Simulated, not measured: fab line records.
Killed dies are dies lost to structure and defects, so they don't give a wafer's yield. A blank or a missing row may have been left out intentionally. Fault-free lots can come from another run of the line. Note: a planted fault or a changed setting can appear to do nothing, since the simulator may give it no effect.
Which tool did it? || flow sky130 || 33 wafers from 11 lots sampled at 6 of the route's 708 steps

== WHAT THE GAUGES SHOWED, per wafer ==
SKY_DNWELL_TW_MEAS_09.
{"lot": "L169", "measured": "day 3 03:45", "on": "filmMetro-03", "DNWELL_TW": "1103 1110 1104"}
{"lot": "L170", "measured": "day 3 09:07", "on": "filmMetro-04", "DNWELL_TW": "1122 1125 1119"}
{"lot": "L174", "measured": "day 4 07:17", "on": "filmMetro-02", "DNWELL_TW": "1109 1113 1115"}
{"lot": "L177", "measured": "day 4 23:25", "on": "filmMetro-03", "DNWELL_TW": "1118 1116 1117"}
{"lot": "L179", "measured": "day 5 07:40", "on": "filmMetro-03", "DNWELL_TW": "1111 1102 1106"}
{"lot": "L180", "measured": "day 5 19:04", "on": "filmMetro-03", "DNWELL_TW": "1108 1106 1111"}
{"lot": "L181", "measured": "day 6 00:12", "on": "filmMetro-02", "DNWELL_TW": "1119 1121 1120"}
{"lot": "L183", "measured": "day 6 07:45", "on": "filmMetro-04", "DNWELL_TW": "1121 1122 1128"}
{"lot": "L182", "measured": "day 6 07:45", "on": "filmMetro-03", "DNWELL_TW": "1108 1109 1104"}
{"lot": "L187", "measured": "day 7 05:06", "on": "filmMetro-03", "DNWELL_TW": "1114 1115 1114"}
{"lot": "L192", "measured": "day 8 08:03", "on": "filmMetro-02", "DNWELL_TW": "1122 1114 1118"}

SKY_VT_ADJUST_HVTR_OVL_MEAS_08.
{"lot": "L169", "measured": "day 9 10:23", "on": "overlay-01", "VT_ADJUST_HVTR_OVL (nm)": "1.3 3.3 2.0"}
{"lot": "L170", "measured": "day 9 17:02", "on": "overlay-01", "VT_ADJUST_HVTR_OVL (nm)": "-1.2 1.8 1.2"}
{"lot": "L174", "measured": "day 10 23:20", "on": "overlay-01", "VT_ADJUST_HVTR_OVL (nm)": "0.5 2.7 -1.0"}
{"lot": "L177", "measured": "day 11 21:22", "on": "overlay-02", "VT_ADJUST_HVTR_OVL (nm)": "2.7 3.2 3.5"}
{"lot": "L179", "measured": "day 12 08:21", "on": "overlay-01", "VT_ADJUST_HVTR_OVL (nm)": "3.2 2.0 1.6"}
{"lot": "L180", "measured": "day 12 23:37", "on": "overlay-01", "VT_ADJUST_HVTR_OVL (nm)": "3.5 4.6 3.4"}
{"lot": "L181", "measured": "day 13 05:56", "on": "overlay-01", "VT_ADJUST_HVTR_OVL (nm)": "1.5 2.1 3.7"}
{"lot": "L183", "measured": "day 13 17:11", "on": "overlay-02", "VT_ADJUST_HVTR_OVL (nm)": "1.5 -0.7 0.6"}
{"lot": "L182", "measured": "day 13 18:07", "on": "overlay-02", "VT_ADJUST_HVTR_OVL (nm)": "4.7 2.4 2.3"}
{"lot": "L187", "measured": "day 14 22:41", "on": "overlay-02", "VT_ADJUST_HVTR_OVL (nm)": "2.5 3.3 3.6"}
{"lot": "L192", "measured": "day 16 10:58", "on": "overlay-02", "VT_ADJUST_HVTR_OVL (nm)": "0.5 1.4 0.6"}

SKY_RES_PROTECT_TW_MEAS_08.
{"lot": "L169", "measured": "day 15 04:09", "on": "filmMetro-01", "POLY_GATE_TW": "4027 4042 4051"}
{"lot": "L170", "measured": "day 15 10:16", "on": "filmMetro-04", "POLY_GATE_TW": "4043 4039 4041"}
{"lot": "L174", "measured": "day 16 19:53", "on": "filmMetro-04", "POLY_GATE_TW": "4031 4030 4024"}
{"lot": "L177", "measured": "day 18 05:18", "on": "filmMetro-04", "POLY_GATE_TW": "4048 4023 4024"}
{"lot": "L179", "measured": "day 18 11:19", "on": "filmMetro-04", "POLY_GATE_TW": "4047 4049 4048"}
{"lot": "L180", "measured": "day 19 09:57", "on": "filmMetro-03", "POLY_GATE_TW": "3996 4028 4001"}
{"lot": "L181", "measured": "day 19 15:35", "on": "filmMetro-03", "POLY_GATE_TW": "4122 4097 4095"}
{"lot": "L183", "measured": "day 20 00:43", "on": "filmMetro-03", "POLY_GATE_TW": "3996 4020 3999"}
{"lot": "L182", "measured": "day 20 04:25", "on": "filmMetro-03", "POLY_GATE_TW": "4001 3993 4005"}
{"lot": "L187", "measured": "day 21 15:34", "on": "filmMetro-04", "POLY_GATE_TW": "4151 4162 4164 4124 4140 4166"}
{"lot": "L192", "measured": "day 23 02:44", "on": "filmMetro-01", "POLY_GATE_TW": "4185 4172 4189 4184 4150 4191"}

== WHAT TOOL EACH LOT RAN ON (gives the tool, then ch and the chambers of the sampled wafers, and finally the start) ==
{"lot": "L169", "SKY_SONOS_ONO_STRIP_17": "plasmaAsher-04 ch 0,1, day 12 14:58", "SKY_POLY_GATE_IMPLANT_02": "implanter-01 ch 0, day 15 03:54", "SKY_RES_PROTECT_STRIP_07": "plasmaAsher-01 ch 0,1, day 15 04:03"}
{"lot": "L170", "SKY_SONOS_ONO_STRIP_17": "plasmaAsher-04 ch 0,1, day 12 22:37", "SKY_POLY_GATE_IMPLANT_02": "implanter-02 ch 0, day 15 10:01", "SKY_RES_PROTECT_STRIP_07": "plasmaAsher-01 ch 0,1, day 15 10:09"}
{"lot": "L174", "SKY_SONOS_ONO_STRIP_17": "plasmaAsher-01 ch 0,1, day 14 05:44", "SKY_POLY_GATE_IMPLANT_02": "implanter-02 ch 0, day 16 19:40", "SKY_RES_PROTECT_STRIP_07": "plasmaAsher-01 ch 0,1, day 16 19:48"}
{"lot": "L177", "SKY_SONOS_ONO_STRIP_17": "plasmaAsher-02 ch 0,1, day 15 13:58", "SKY_POLY_GATE_IMPLANT_02": "implanter-01 ch 0, day 18 05:04", "SKY_RES_PROTECT_STRIP_07": "plasmaAsher-03 ch 0,1, day 18 05:11"}
{"lot": "L179", "SKY_SONOS_ONO_STRIP_17": "plasmaAsher-02 ch 0,1, day 15 19:57", "SKY_POLY_GATE_IMPLANT_02": "implanter-04 ch 0, day 18 11:06", "SKY_RES_PROTECT_STRIP_07": "plasmaAsher-04 ch 0,1, day 18 11:14"}
{"lot": "L180", "SKY_SONOS_ONO_STRIP_17": "plasmaAsher-02 ch 0,1, day 16 12:55", "SKY_POLY_GATE_IMPLANT_02": "implanter-02 ch 0, day 19 09:42", "SKY_RES_PROTECT_STRIP_07": "plasmaAsher-03 ch 0,1, day 19 09:51"}
{"lot": "L181", "SKY_SONOS_ONO_STRIP_17": "plasmaAsher-02 ch 0, day 16 20:07", "SKY_POLY_GATE_IMPLANT_02": "implanter-02 ch 0, day 19 15:01", "SKY_RES_PROTECT_STRIP_07": "plasmaAsher-04 ch 0,1, day 19 15:29"}
{"lot": "L183", "SKY_SONOS_ONO_STRIP_17": "plasmaAsher-02 ch 0,1, day 17 04:48", "SKY_POLY_GATE_IMPLANT_02": "implanter-02 ch 0, day 20 00:31", "SKY_RES_PROTECT_STRIP_07": "plasmaAsher-03 ch 0,1, day 20 00:38"}
{"lot": "L182", "SKY_SONOS_ONO_STRIP_17": "plasmaAsher-02 ch 0,1, day 17 08:49", "SKY_POLY_GATE_IMPLANT_02": "implanter-02 ch 0, day 20 04:10", "SKY_RES_PROTECT_STRIP_07": "plasmaAsher-01 ch 0,1, day 20 04:19"}
{"lot": "L187", "SKY_SONOS_ONO_STRIP_17": "plasmaAsher-01 ch 0, day 18 20:49", "SKY_POLY_GATE_IMPLANT_02": "implanter-04 ch 0, day 21 15:00", "SKY_RES_PROTECT_STRIP_07": "plasmaAsher-03 ch 1, day 21 15:28"}
{"lot": "L192", "SKY_SONOS_ONO_STRIP_17": "plasmaAsher-04 ch 0,1, day 20 08:13", "SKY_POLY_GATE_IMPLANT_02": "implanter-01 ch 0, day 23 02:10", "SKY_RES_PROTECT_STRIP_07": "plasmaAsher-03 ch 0,1, day 23 02:38"}
- SKY_SONOS_ONO_STRIP_17: strips in O2/N2.
- SKY_POLY_GATE_IMPLANT_02
- SKY_RES_PROTECT_STRIP_07: strips in O2/N2.

== AS READ BY THE TOOLS THEMSELVES (means over the sampled wafers that have a number; for cases with no such wafer, the mark the record gives instead) ==
SKY_SONOS_ONO_STRIP_17.
{"lot": "L169", "tool": "plasmaAsher-04", "drypumpMotorCurrentA (A)": 5.3, "o2FlowSccm (sccm)": 3005, "oesProductAu (a.u.)": 0.709, "stripTimeToEndpointS (s)": 14.10}
{"lot": "L170", "tool": "plasmaAsher-04", "drypumpMotorCurrentA (A)": 5.2, "o2FlowSccm (sccm)": 2999, "oesProductAu (a.u.)": 0.711, "stripTimeToEndpointS (s)": 14.08}
{"lot": "L174", "tool": "plasmaAsher-01", "drypumpMotorCurrentA (A)": 5.5, "o2FlowSccm (sccm)": 3005, "oesProductAu (a.u.)": 0.711, "stripTimeToEndpointS (s)": 14.07}
{"lot": "L177", "tool": "plasmaAsher-02", "drypumpMotorCurrentA (A)": 5.1, "o2FlowSccm (sccm)": 2993, "oesProductAu (a.u.)": 0.711, "stripTimeToEndpointS (s)": 14.13}
{"lot": "L179", "tool": "plasmaAsher-02", "drypumpMotorCurrentA (A)": 5.5, "o2FlowSccm (sccm)": 3006, "oesProductAu (a.u.)": 0.708, "stripTimeToEndpointS (s)": 14.11}
{"lot": "L180", "tool": "plasmaAsher-02", "drypumpMotorCurrentA (A)": 5.1, "o2FlowSccm (sccm)": 3007, "oesProductAu (a.u.)": 0.710, "stripTimeToEndpointS (s)": 14.12}
{"lot": "L181", "tool": "plasmaAsher-02", "drypumpMotorCurrentA (A)": 5.8, "o2FlowSccm (sccm)": 2992, "oesProductAu (a.u.)": 0.710, "stripTimeToEndpointS (s)": 14.07}
{"lot": "L183", "tool": "plasmaAsher-02", "drypumpMotorCurrentA (A)": 5.1, "o2FlowSccm (sccm)": 3002, "oesProductAu (a.u.)": 0.707, "stripTimeToEndpointS (s)": 14.14}
{"lot": "L182", "tool": "plasmaAsher-02", "drypumpMotorCurrentA (A)": 5.1, "o2FlowSccm (sccm)": 3006, "oesProductAu (a.u.)": 0.711, "stripTimeToEndpointS (s)": 14.01}
{"lot": "L187", "tool": "plasmaAsher-01", "drypumpMotorCurrentA (A)": 5.5, "o2FlowSccm (sccm)": 2996, "oesProductAu (a.u.)": 0.706, "stripTimeToEndpointS (s)": 14.04}
{"lot": "L192", "tool": "plasmaAsher-04", "drypumpMotorCurrentA (A)": 5.2, "o2FlowSccm (sccm)": 3014, "oesProductAu (a.u.)": 0.711, "stripTimeToEndpointS (s)": 14.09}

SKY_RES_PROTECT_STRIP_07.
{"lot": "L169", "tool": "plasmaAsher-01", "drypumpMotorCurrentA (A)": 5.50, "o2FlowSccm (sccm)": 3003, "oesProductAu (a.u.)": 0.516, "stripTimeToEndpointS (s)": 23.31}
{"lot": "L170", "tool": "plasmaAsher-01", "drypumpMotorCurrentA (A)": 5.47, "o2FlowSccm (sccm)": 3004, "oesProductAu (a.u.)": 0.515, "stripTimeToEndpointS (s)": 23.26}
{"lot": "L174", "tool": "plasmaAsher-01", "drypumpMotorCurrentA (A)": 5.48, "o2FlowSccm (sccm)": 3005, "oesProductAu (a.u.)": 0.522, "stripTimeToEndpointS (s)": 23.29}
{"lot": "L177", "tool": "plasmaAsher-03", "drypumpMotorCurrentA (A)": 5.70, "o2FlowSccm (sccm)": 2991, "oesProductAu (a.u.)": 0.516, "stripTimeToEndpointS (s)": 23.30}
{"lot": "L179", "tool": "plasmaAsher-04", "drypumpMotorCurrentA (A)": 5.43, "o2FlowSccm (sccm)": 3003, "oesProductAu (a.u.)": 0.517, "stripTimeToEndpointS (s)": 23.30}
{"lot": "L180", "tool": "plasmaAsher-03", "drypumpMotorCurrentA (A)": 5.83, "o2FlowSccm (sccm)": 2998, "oesProductAu (a.u.)": 0.514, "stripTimeToEndpointS (s)": 23.30}
{"lot": "L181", "tool": "plasmaAsher-04", "drypumpMotorCurrentA (A)": 5.25, "o2FlowSccm (sccm)": 2995, "oesProductAu (a.u.)": 0.495, "stripTimeToEndpointS (s)": 25.02}
{"lot": "L183", "tool": "plasmaAsher-03", "drypumpMotorCurrentA (A)": 5.84, "o2FlowSccm (sccm)": 2996, "oesProductAu (a.u.)": 0.517, "stripTimeToEndpointS (s)": 23.27}
{"lot": "L182", "tool": "plasmaAsher-01", "drypumpMotorCurrentA (A)": 5.48, "o2FlowSccm (sccm)": 2995, "oesProductAu (a.u.)": 0.521, "stripTimeToEndpointS (s)": 23.28}
{"lot": "L187", "tool": "plasmaAsher-03", "drypumpMotorCurrentA (A)": 5.53, "o2FlowSccm (sccm)": 2998, "oesProductAu (a.u.)": 0.496, "stripTimeToEndpointS (s)": 25.11}
{"lot": "L192", "tool": "plasmaAsher-03", "drypumpMotorCurrentA (A)": 5.68, "o2FlowSccm (sccm)": 3003, "oesProductAu (a.u.)": 0.496, "stripTimeToEndpointS (s)": 25.07}

== THE ANSWER, worked out from the rows above alone ==
Rule: the usual values come from the lots themselves. Put in order of their means at a reading, lots are off if they are a third of the lots or fewer, leave a main group of 4 or more, and stand apart from it by a gap of 3 or more times the standard deviation of the main group's means; of several such gaps the widest counts. A main group whose means are all the same, to the digits that the tables above print for the reading, isn't used. A lot without any number at a reading at which 4 lots or more have one is off too. All remaining lots with rows at the step are treated as sound. First the gauges in route order, then the tools' own readings, where a lot's mean is used as printed above. The first step at which some lot is off is used, and at that step the reading that is off furthest; a lot without a number counts as furthest.
Off: L181, L187, L192, at SKY_RES_PROTECT_TW_MEAS_08 (POLY_GATE_TW). For the main group the mean is 4025 and the standard deviation 17.
If a tool, at a process step before that reading, ran all the lots that are off and no sound lot after the first of them, it fits. Not tried: the gauges at SKY_RES_PROTECT_TW_MEAS_08; whatever is off there is also off at SKY_RES_PROTECT_STRIP_07, on other tools, and gauge error can't account for it. Of those tried, none fits.

== WHAT WAS PUT IN BY THE SIMULATOR ==
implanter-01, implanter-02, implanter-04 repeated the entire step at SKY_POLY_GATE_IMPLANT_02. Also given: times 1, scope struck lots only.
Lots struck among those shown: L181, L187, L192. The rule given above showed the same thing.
